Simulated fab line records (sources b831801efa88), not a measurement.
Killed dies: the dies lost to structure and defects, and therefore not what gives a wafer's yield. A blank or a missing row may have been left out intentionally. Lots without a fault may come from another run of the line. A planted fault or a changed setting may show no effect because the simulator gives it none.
The tool behind it: which one? :: flow gf180mcu :: 21 wafers from 7 lots sampled at 3 of the route's 602 steps

## WHAT EACH GAUGE READ, for each wafer
GF_M1_RS_MEAS_05: a four-point-probe measurement.
lot: L226
measured: day 16 20:14
on: film-metro-03
M1_ALCU_RS (ohm/sq): 0.0694 0.0687 0.0690

lot: L228
measured: day 17 17:53
on: film-metro-04
M1_ALCU_RS (ohm/sq): 0.0693 0.0678 0.0689

lot: L230
measured: day 18 07:36
on: film-metro-01
M1_ALCU_RS (ohm/sq): 0.0686 0.0687 0.0696

lot: L236
measured: day 21 14:29
on: film-metro-01
M1_ALCU_RS (ohm/sq): 0.0686 0.0681 0.0690

lot: L239
measured: day 22 06:35
on: film-metro-03
M1_ALCU_RS (ohm/sq): 0.0701 0.0696 0.0701

lot: L241
measured: day 23 05:22
on: film-metro-04
M1_ALCU_RS (ohm/sq): 0.0703 0.0689 0.0691

lot: L243
measured: day 23 15:25
on: film-metro-03
M1_ALCU_RS (ohm/sq): 0.0677 0.0675 0.0687

## TOOL THAT RAN EACH LOT (tool first, then ch and the chambers of the sampled wafers, then the start)
lot: L226
GF_NWELL_EXPOSE_04: iline-stepper-02 ch 0, day 3 12:36
GF_CONTACT_CMP_04: cmp-01 ch 1,2, day 15 20:21

lot: L228
GF_NWELL_EXPOSE_04: iline-stepper-02 ch 0, day 4 02:11
GF_CONTACT_CMP_04: cmp-01 ch 0,2,3, day 16 16:40

lot: L230
GF_NWELL_EXPOSE_04: iline-stepper-02 ch 0, day 4 08:28
GF_CONTACT_CMP_04: cmp-02 ch 0,2,3, day 17 06:12

lot: L236
GF_NWELL_EXPOSE_04: iline-stepper-01 ch 0, day 6 04:00
GF_CONTACT_CMP_04: cmp-01 ch 2,3, day 20 12:40

lot: L239
GF_NWELL_EXPOSE_04: iline-stepper-01 ch 0, day 6 17:46
GF_CONTACT_CMP_04: cmp-02 ch 0,1,3, day 21 04:44

lot: L241
GF_NWELL_EXPOSE_04: iline-stepper-02, day 7 04:55
GF_CONTACT_CMP_04: cmp-01 ch 0,1,2, day 22 05:19

lot: L243
GF_NWELL_EXPOSE_04: iline-stepper-02 ch 0, day 7 12:35
GF_CONTACT_CMP_04: cmp-01 ch 1,2, day 22 14:05
- GF_NWELL_EXPOSE_04: exposes mask Nwell, target cd 860 nm.
- GF_CONTACT_CMP_04: polishes SiO2.

## THE ANSWER, worked out from the rows above alone
Rule: the usual values come from the lots themselves. Put in order of their means at a reading, lots are off if they are a third of the lots or fewer, leave a main group of 4 or more, and stand apart from it by a gap of 3 or more times the standard deviation of the main group's means; of several such gaps the widest counts. A main group is skipped when, at the precision printed for the reading in the tables above, its means are all equal. A lot without any number at a reading at which 4 lots or more have one is off too. All remaining lots with rows at the step are treated as sound.
Nothing can be told from this: no lot is off at any reading shown.

## WHAT WAS PUT IN BY THE SIMULATOR
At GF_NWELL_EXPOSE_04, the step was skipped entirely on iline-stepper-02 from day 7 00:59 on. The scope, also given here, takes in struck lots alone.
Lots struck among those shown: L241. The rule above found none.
